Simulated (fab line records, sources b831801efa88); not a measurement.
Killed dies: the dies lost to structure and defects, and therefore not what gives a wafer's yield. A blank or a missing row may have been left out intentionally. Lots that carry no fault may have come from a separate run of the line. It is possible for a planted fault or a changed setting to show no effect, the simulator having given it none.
A lot that was struck, set against a sound lot    flow sky130    15 steps out of a route of 708
Sound: these wafers, L818.1, L818.3, L818.6. Wafers struck: L810.3, L810.4, L810.5. The cause is named last.
Each step with rows lists, per side, the tool, then ch with its chambers, then its first start. Under that, the readings that differ: sound wafers    struck wafers    difference of the means    sigmas: that difference in standard deviations of wafers without a fault.
alike: words and numbers the same on both sides, and readings whose means are apart by under 2 such deviations; not compared: readings that were withheld, readings missing a value for some wafer, numbers with overlapping values and no deviation given by the record, and bounds like >300 which may hide the same value.
A row with sigmas, a row that says differs or no value, or rows on one side alone: a step with any of these is where the two part. Numbers that have no deviation but don't overlap get no sigmas and don't part them. A reading missing from all wafers of one side parts the sides only when that side holds two or more wafers.

SKY_VT_ADJUST_LVTN_OVL_MEAS_07:
  sound: overlay-01 at day 10 10:32; struck: overlay-02 at day 8 09:58
  alike: VT_ADJUST_LVTN_OVL
then, 1 step without rows for these wafers: SKY_VT_ADJUST_LVTN_IMPLANT_08.
SKY_VT_ADJUST_LVTN_STRIP_09: strips in O2/N2.
  sound on plasmaAsher-03 ch 0, day 10 10:43; struck on plasmaAsher-02 ch 0,1, day 8 10:10
  alike: drypumpMotorCurrentA, oesProductAu, stripTimeToEndpointS
  not compared: rfHoursCounterH
SKY_VT_ADJUST_LVTN_TW_MEAS_10:
  sound: filmMetro-01 at day 10 10:49; struck: filmMetro-01 at day 8 10:16
  alike: VT_ADJUST_LVTN_TW
then, 7 steps without rows for these wafers: SKY_VT_ADJUST_LVTN_DEHYDRATE_11 (time 60 s); SKY_VT_ADJUST_LVTN_HMDS_12 (prime time 60 s); SKY_VT_ADJUST_LVTN_COAT_13 (resist thk 1140 nm); SKY_VT_ADJUST_LVTN_SOFTBAKE_14 (time 60 s); SKY_VT_ADJUST_LVTN_EXPOSE_15 (exposes mask HVN STD DERIVED, target cd 600 nm); SKY_VT_ADJUST_LVTN_PEB_16; SKY_VT_ADJUST_LVTN_DEVELOP_17 (develop time 60 s).
SKY_VT_ADJUST_LVTN_OVL_MEAS_18:
  sound: overlay-02 at day 11 09:41; struck: overlay-01 at day 9 06:26
  alike: VT_ADJUST_LVTN_01_OVL
SKY_VT_ADJUST_LVTN_IMPLANT_19:
  sound on implanter-02 ch 0, day 11 09:44; struck on implanter-02, day 9 06:30
  no value came back on the struck wafers for beamEnergyKeV, beamOnS (s), implantIonAmu; on the sound wafers beamEnergyKeV reads 30.000 30.007 30.012
SKY_VT_ADJUST_LVTN_STRIP_20: strips in O2/N2.
  sound on plasmaAsher-02 ch 0, day 11 09:53; struck on plasmaAsher-03 ch 0,1, day 9 06:38
  alike: drypumpMotorCurrentA, oesProductAu, stripTimeToEndpointS
  not compared: rfHoursCounterH
SKY_VT_ADJUST_LVTN_TW_MEAS_21:
  sound: filmMetro-01 at day 11 09:59; struck: filmMetro-04 at day 9 06:43
reading              sound              struck          difference  sigmas
VT_ADJUST_LVTN_2_TW  187.6 187.7 186.3  30.0 30.0 30.1  -157.2      -99 or more

== WHERE THEY PART ==
At SKY_VT_ADJUST_LVTN_IMPLANT_19 first; at SKY_VT_ADJUST_LVTN_TW_MEAS_21 last (within this record only).

WHY: what had been put in by the simulator
Whole step skipped at SKY_VT_ADJUST_LVTN_IMPLANT_19 on implanter-02, starting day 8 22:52. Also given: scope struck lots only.
